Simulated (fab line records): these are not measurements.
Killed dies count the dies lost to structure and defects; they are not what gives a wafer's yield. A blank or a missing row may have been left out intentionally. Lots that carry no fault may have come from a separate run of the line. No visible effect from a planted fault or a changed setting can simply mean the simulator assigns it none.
8D (eight disciplines) problem report, filled in by code :: flow gf180mcu :: the parts of the form that need people (team, actions taken, sign-off) are left out

## 1. PROBLEM STATEMENT
Wafers without a fault read 0.856 a.u., standard deviation 0.0043; oesProductAu at GF_V3_ETCH_17 reads a mean of 0.376 a.u. on 6 wafers belonging to 2 lots. So: -99 or more standard deviations from the usual mean.
The step: etches SiO2 in C4F8/O2/Ar, stops on TiN, target depth 635 nm.
The step gives no start for some of these wafers. Wafers with a number at this step in the record: 42, from 14 lots. Rule for "out", or "out of limits": more than 4 standard deviations from the usual mean. All remaining wafers that have a number are taken as sound.

## 2. WHAT IT IS, WHAT IT ISN'T
question: which readings at this step
is: oesProductAu
is not: biasW, chamberPressureMTorr

question: which lots
is: L389, L390
is not: L374, L375, L376, L377, L378, L380, L382, L383, L385, L387, L388, L391

question: which wafers of those lots
is: all that have a number
is not: -

question: read on which tools
is: rieDiel-02
is not: rieDiel-01, rieDiel-04

## 3. SUSPECTS, AND WHAT RULES EACH OUT
Counting: a tool stays on the suspect list if, at a process step up to the reading, it processed all lots that are out and no sound lot following the first of them.
- cmp-01 at GF_V2_CMP_04 (polishes SiO2): ruled out as a lasting fault. The sound lots L391 went through it after L389, its earliest lot that is out (day 24 11:37).
- rieDiel-02 at GF_V3_ETCH_16 (etches BARC in N2/H2): kept. It ran every lot that is out, first L389 (day 27 06:55), and no sound lot after that; its last sound lot up to then is L387 (day 26 19:31).
- rieDiel-02 at GF_V3_ETCH_17 (etches SiO2 in C4F8/O2/Ar, stops on TiN, target depth 635 nm): kept. It ran every lot that is out, first L389 (day 27 07:03), and no sound lot after that; its last sound lot up to then is L387 (day 26 19:39). Out on those wafers are its own readings of oesProductAu. Because GF_V3_ETCH_17 lacks a start for some lots, the hours and order of its lots are taken from GF_V3_STRIP_18.
Remaining after the count are rieDiel-02 at GF_V3_ETCH_16 and rieDiel-02 at GF_V3_ETCH_17.

## 4. THE CAUSE (what the simulator had put in)
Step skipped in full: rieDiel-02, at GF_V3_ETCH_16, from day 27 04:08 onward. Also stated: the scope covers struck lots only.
Counting left 2 suspects, and this tool is among them.

## 5. SEQUENCE OF EFFECTS, ordered by route
Each row: a reading whose mean over the struck wafers that have a number lies more than 3 standard deviations from the usual. Only readings for which the record gives a usual standard deviation are gone through. hours: the time from each lot's start at the first step in this table that gives one to its start at this step, as a median over the lots. sigmas: the change in usual standard deviations.
hours: -
step: GF_V3_ETCH_17
reading: oesProductAu
usual: 0.856 a.u.
on struck wafers: 0.376
change: -0.480
sigmas: -99 or more

hours: 0
step: GF_V3_STRIP_18
reading: oesProductAu
usual: 0.593 a.u.
on struck wafers: 0.609
change: +0.016
sigmas: +3.1
Process steps it contains:
- GF_V3_ETCH_17: etches SiO2 in C4F8/O2/Ar, stops on TiN, target depth 635 nm.
- GF_V3_STRIP_18: strips in O2/N2.
Readings that are blank on the struck wafers while sound wafers have them: biasW at GF_V3_ETCH_16; chamberPressureMTorr at GF_V3_ETCH_16; drypumpMotorCurrentA at GF_V3_ETCH_16; oesProductAu at GF_V3_ETCH_16; throttleValvePct at GF_V3_ETCH_16.

## 6. HOW IT WOULD HAVE BEEN CAUGHT EARLIER
At GF_V3_ETCH_16 the tool's readings are blank on the struck wafers, where sound wafers have them: an empty tool record is the first sign, and it was there at once.
